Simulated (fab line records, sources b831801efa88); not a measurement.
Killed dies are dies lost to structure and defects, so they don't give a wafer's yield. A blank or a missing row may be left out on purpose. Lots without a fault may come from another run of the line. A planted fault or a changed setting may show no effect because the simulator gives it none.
Which tool did it? | flow sky130 | 12 lots, 36 wafers sampled, at 1 step of a route of 708

WHAT THE GAUGES READ, wafer by wafer
SKY_CONTACT_OVL_MEAS_15.
lot  | measured     | on         | CONTACT_OVL (nm)
L808 | day 32 19:08 | overlay-01 | 13 13 18
L809 | day 32 23:28 | overlay-02 | -5 -5 -6
L810 | day 32 23:49 | overlay-01 | -3 -9 -5
L812 | day 33 07:45 | overlay-02 | 9 11 2
L811 | day 33 08:01 | overlay-02 | 13 19 22
L814 | day 33 16:20 | overlay-01 | 10 3 6
L820 | day 35 10:19 | overlay-02 | 5 3 -6
L825 | day 36 22:46 | overlay-01 | -3 -4 1
L827 | day 37 14:43 | overlay-02 | -3 -3 0
L829 | day 39 00:40 | overlay-02 | -9 -4 -4
L830 | day 39 01:02 | overlay-02 | 8 3 5
L831 | day 39 03:40 | overlay-01 | 14 12 2

WHICH TOOL RAN EACH LOT (tool, then ch and the chambers of the sampled wafers, then the start)
The record holds no process step before these readings.

WHAT THE TOOLS THEMSELVES READ (means of the sampled wafers that have a number; where no wafer has one, the mark that the record gives instead)
The record holds no such reading with a usual standard deviation.

THE ANSWER, worked out from the rows above alone
Rule: what is usual is taken from the lots themselves. Put in order of their means at a reading, lots are off if they are a third of the lots or fewer, leave a main group of 4 or more, and stand apart from it by a gap of 3 or more times the standard deviation of the main group's means; of several such gaps the widest counts. A main group whose means are all the same, to the digits that the tables above print for the reading, isn't used. A lot without any number at a reading at which 4 lots or more have one is off too. The other lots that the step has rows for count as sound. The gauges are gone through in route order, then the tools' own readings, and for those a lot's mean is taken as printed above. The first step at which some lot is off is used, and at that step the reading that is off furthest; a lot without a number counts as furthest.
No lot is off at any reading shown: from this, nothing can be told.

WHAT THE SIMULATOR HAD PUT IN
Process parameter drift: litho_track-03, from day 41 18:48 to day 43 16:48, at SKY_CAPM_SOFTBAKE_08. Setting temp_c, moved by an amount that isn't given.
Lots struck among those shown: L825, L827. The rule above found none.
